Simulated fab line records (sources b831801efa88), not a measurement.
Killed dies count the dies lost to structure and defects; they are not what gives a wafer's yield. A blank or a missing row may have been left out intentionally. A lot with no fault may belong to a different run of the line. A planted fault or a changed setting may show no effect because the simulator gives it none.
Matching of chambers    flow sky130    pecvd-04 running SKY_CAP2M_CVD_00: 3 sister chambers
The step deposits SiO2, target thk 15.5 nm. 3 wafers are shown with their chamber, then 12 later ones without.

## WAFERS WITH THEIR CHAMBER
wafer   chamber  heater_power_w (W)
L087.6  1        841
L091.2  0        824
L091.5  2        729

## WAFERS WITHOUT THEIR CHAMBER
wafer   heater_power_w (W)
L090.2  857
L090.3  731
L090.5  852
L093.3  817
L093.5  855
L093.6  767
L094.2  750
L094.3  854
L094.4  750
L097.1  784
L097.3  839
L097.6  764

## CHAMBER TAKEN BY EACH
wafer    from the rows above            in truth
L090.2   can't be placed: 1 or 0        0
L090.3   2                              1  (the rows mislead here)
L090.5   can't be placed: 1 or 0        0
L093.3   can't be placed: 0 or 1        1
L093.5   can't be placed: 1 or 0        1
L093.6   can't be placed: 2 or 0 or 1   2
L094.2   2                              2
L094.3   can't be placed: 1 or 0        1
L094.4   2                              2
L097.1   can't be placed: 0 or 2 or 1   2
L097.3   can't be placed: 1 or 0        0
L097.6   can't be placed: 2 or 0 or 1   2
Placed correctly: 2 of 12. These rows do not allow placing 9 (true chamber among the candidates in 9). Wrongly placed: 1.
How it was worked out, from the rows above alone: a wafer's distance from a chamber is the root of the sum, over the readings, of the square of ((its reading less the chamber's mean) divided by the reading's scatter). If the next closest chamber is less than 2 further off than the closest, the wafer can't be placed; otherwise it belongs to the closest. A chamber's mean is the mean of its shown wafers. The scatter: root of mean squared gap, hidden wafer to nearest shown wafer, with one shown wafer a chamber.
